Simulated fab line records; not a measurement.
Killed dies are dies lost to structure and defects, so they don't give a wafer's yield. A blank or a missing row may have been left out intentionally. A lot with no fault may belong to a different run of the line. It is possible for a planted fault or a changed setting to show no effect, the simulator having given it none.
Problem report in the 8D (eight disciplines) form, filled by code	flow gf180mcu	the parts of the form that need people (team, actions taken, sign-off) are left out

1. THE ISSUE
Wafers free of any fault read 0.329 ohm/sq (standard deviation 0.0053) for V5_W_RS at GF_V5_RS_MEAS_24, against a mean of 0.195 ohm/sq on 3 wafers of 2 lots. That is -25 standard deviations from the usual mean.
The step: measures by four-point-probe.
First seen on wafer L343.6, day 30 10:29, on film-metro-03. Wafers with a number at this step in the record: 30, from 10 lots. The rule behind "out" and "out of limits": a value lying over 4 standard deviations away from the usual mean. All remaining wafers that have a number are taken as sound.

2. WHAT THIS IS AND IS NOT
question	is	is not
which readings at this step	V5_W_RS	-
which lots	L343, L345	L337, L338, L339, L348, L356, L357, L358, L359
which wafers of those lots	L343.6, L345.4, L345.6	L343.1, L343.2, L345.1
read on which gauges	film-metro-02, film-metro-03	film-metro-01
when	from day 30 10:29	up to then (11 sound wafers); but 16 sound wafers of L345, L348, L356, L357, L358, L359 came after

3. THE SUSPECTS, EACH WITH WHAT RULES IT OUT
Counting: a tool at a process step up to the reading stays a suspect if it ran every lot that is out. Sound lots after the first of them don't rule it out here, since some wafers of a struck lot are sound.
- ruled out: the gauge at GF_V5_RS_MEAS_24. Those wafers that are out were read across 2 gauges (film-metro-02, film-metro-03).
- plasma-asher-02 at GF_V4_STRIP_18 (strips in O2/N2): kept. It ran every lot that is out, first L343 (day 27 19:21).
- cvd-w-01 at GF_V5_CVD_23 (deposits W, target thk 350 nm, time 104.9 s): kept. Every lot that is out went through it, the first being L343 (day 30 10:23); the last sound lot it ran before that was L339 (day 28 21:09).
Remaining after the count are plasma-asher-02 at GF_V4_STRIP_18 and cvd-w-01 at GF_V5_CVD_23.

4. THE CAUSE (what the simulator had put in)
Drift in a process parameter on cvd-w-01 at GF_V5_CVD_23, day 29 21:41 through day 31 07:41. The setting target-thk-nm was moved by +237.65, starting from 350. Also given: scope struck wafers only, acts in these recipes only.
This tool is one of the 2 suspects left after counting.

5. SEQUENCE OF EFFECTS, ordered by route
One row per reading whose mean, taken over the struck wafers that have a number, lies over 3 standard deviations from the usual. Only readings whose record carries a usual standard deviation are examined. hours: median over the lots of the time between each lot's start at the first step of this table that gives one and its start at this step. sigmas: the change, counted in usual standard deviations.
hours	step	reading	usual	on struck wafers	change	sigmas
0	GF_V5_RS_MEAS_24	V5_W_RS	0.329 ohm/sq	0.195	-0.134	-25
0	GF_V5_CMP_26	time-to-endpoint-s	87 s	146	+59	+12
Process steps it contains:
- GF_V5_CMP_26: polishes, stops on SiO2, t overpolish 15 s, target thk 0 nm.
Readings that are blank on the struck wafers while sound wafers have them: V5_W_THK at GF_V5_THK_MEAS_25.

6. HOW IT WOULD HAVE BEEN CAUGHT EARLIER
The first out-of-limits reading at a measuring or inspecting step in this record came at day 30 10:29, 13 hours after the fault's start at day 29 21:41.
Of the tool readings at GF_V5_CVD_23 for which the record gives a usual standard deviation, none was out on any struck wafer, so an alarm limit of 4 standard deviations on them would not have fired.
Lots out: 2; of these, L345 started GF_V5_CVD_23 on cvd-w-01 after day 30 10:29. A hold on the tool at that time would have spared it.
